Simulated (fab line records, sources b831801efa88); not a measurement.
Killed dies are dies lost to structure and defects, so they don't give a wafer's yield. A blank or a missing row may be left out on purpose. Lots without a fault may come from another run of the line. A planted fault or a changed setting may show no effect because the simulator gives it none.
Split-lot experiment | flow gf180mcu | 5 lots, 23 wafers read, on a route of 602 steps

THE SPLIT
At GF_M5_PEB_05 (peb time 90 s), the setting peb_temp_c was moved away from the recipe's 135 C on 9 of the 23 wafers read, by -1.6% to +1.7%. The other wafers ran this setting at the recipe's value.

FROM THE SPLIT TO THE READING: what the file shows between them, 1 step
- GF_M5_DEVELOP_06: develop time 60 s

THE READING
cd_nm, in nm, at GF_M5_CD_MEAS_07 (target cd 280 nm). Fault-free wafers of this fab line usually give 279.6 nm, standard deviation 1 nm.

wafer  | tool, chamber at the split | peb_temp_c as run, C | against the recipe | cd_nm, nm | against lot-mates on the recipe
L075.1 | litho_track-03, 0          | 133.8                | -0.9%              | 284.1     | +3.3
L075.2 | litho_track-03, 0          | 133.8                | -0.9%              | 285.6     | +4.8
L075.3 | litho_track-03, 0          | 135                  | recipe             | 280.4     | -
L075.5 | litho_track-03, 0          | 135                  | recipe             | 280.7     | -
L075.6 | litho_track-03, 0          | 135                  | recipe             | 281.3     | -
L077.2 | litho_track-03, 0          | 135                  | recipe             | 281.4     | -
L077.3 | litho_track-03, 0          | 135                  | recipe             | 280.3     | -
L077.4 | litho_track-03, 0          | 137.2                | +1.6%              | 274.0     | -6.9
L077.5 | litho_track-03, 0          | 137.2                | +1.6%              | 275.2     | -5.7
L077.6 | litho_track-03, 0          | 137.2                | +1.6%              | 274.6     | -6.2
L080.1 | litho_track-02, 0          | 135                  | recipe             | 278.0     | -
L080.3 | litho_track-02, 0          | 135                  | recipe             | 278.7     | -
L080.6 | litho_track-02, 0          | 135                  | recipe             | 278.8     | -
L082.1 | litho_track-04, 0          | 132.8                | -1.6%              | 287.7     | +6.4
L082.2 | litho_track-04, 0          | 135                  | recipe             | 281.8     | -
L082.3 | litho_track-04, 0          | 132.8                | -1.6%              | 287.1     | +5.8
L082.5 | litho_track-04, 0          | 135                  | recipe             | 280.9     | -
L082.6 | litho_track-04, 0          | 135                  | recipe             | 281.1     | -
L085.1 | litho_track-03, 0          | 137.3                | +1.7%              | 273.4     | -6.4
L085.2 | litho_track-03, 0          | 135                  | recipe             | 280.3     | -
L085.3 | litho_track-03, 0          | 135                  | recipe             | 280.0     | -
L085.5 | litho_track-03, 0          | 137.3                | +1.7%              | 273.7     | -6.1
L085.6 | litho_track-03, 0          | 135                  | recipe             | 279.1     | -

THE FIT
A straight line over all 23 wafers: cd_nm changes by -4 nm for each +1% of peb_temp_c; r = -0.97; the points scatter about the line by 1.1 nm.
The same after taking each lot's own level away (the mean of its wafers on the recipe; 23 wafers): -3.84 nm for each +1%; r = -0.99; scatter 0.52 nm.
On that fit, the largest move of peb_temp_c shifts the reading by 6.5 nm.
The lots' own levels span 278.50 to 281.27 nm, that is 2.8 times the standard deviation above.
So the lot-to-lot level changes the slope little: the two slopes agree.
Check: with one of the wafers moved furthest among these (+1.7%) left out of the fit, the line predicts -6.48 nm for it against its lot-mates. It came out at -6.4 nm against them.

OTHER SPLITS ON THESE WAFERS
These wafers also went through other splits before the reading. Each is held against what the fit with the lots' levels taken away leaves over:
other split on the same wafers | wafers away from the commonest value | r with cd_nm (lot level and that fit taken away)
GF_V4_EXPOSE_11 dose_mj        | 8                                    | +0.23
GF_V4_ETCH_17 bias_w           | 7                                    | +0.20
GF_MIM_METAL_ETCH_19 time_s    | 7                                    | -0.06

THE WHOLE CHAIN: every reading that the file lists as answering this split, in the file's order
step             | what it does                                            | reading                                                   | change (the file's fit)              | r (the file's)
GF_M5_CD_MEAS_07 | target cd 280 nm                                        | cd_nm                                                     | -3.83 nm for each +1% of the setting | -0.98
GF_M5_ETCH_09    | etches Si3N4 in CF4/O2, target depth 52 nm, time 11.6 s | M5.cd_nm (the simulator's own value, which no gauge read) | -3.81 nm for each +1% of the setting | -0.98

THE FILE'S OWN FIT
cd_nm changes by -3.83 nm for each +1% of peb_temp_c, r = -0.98.
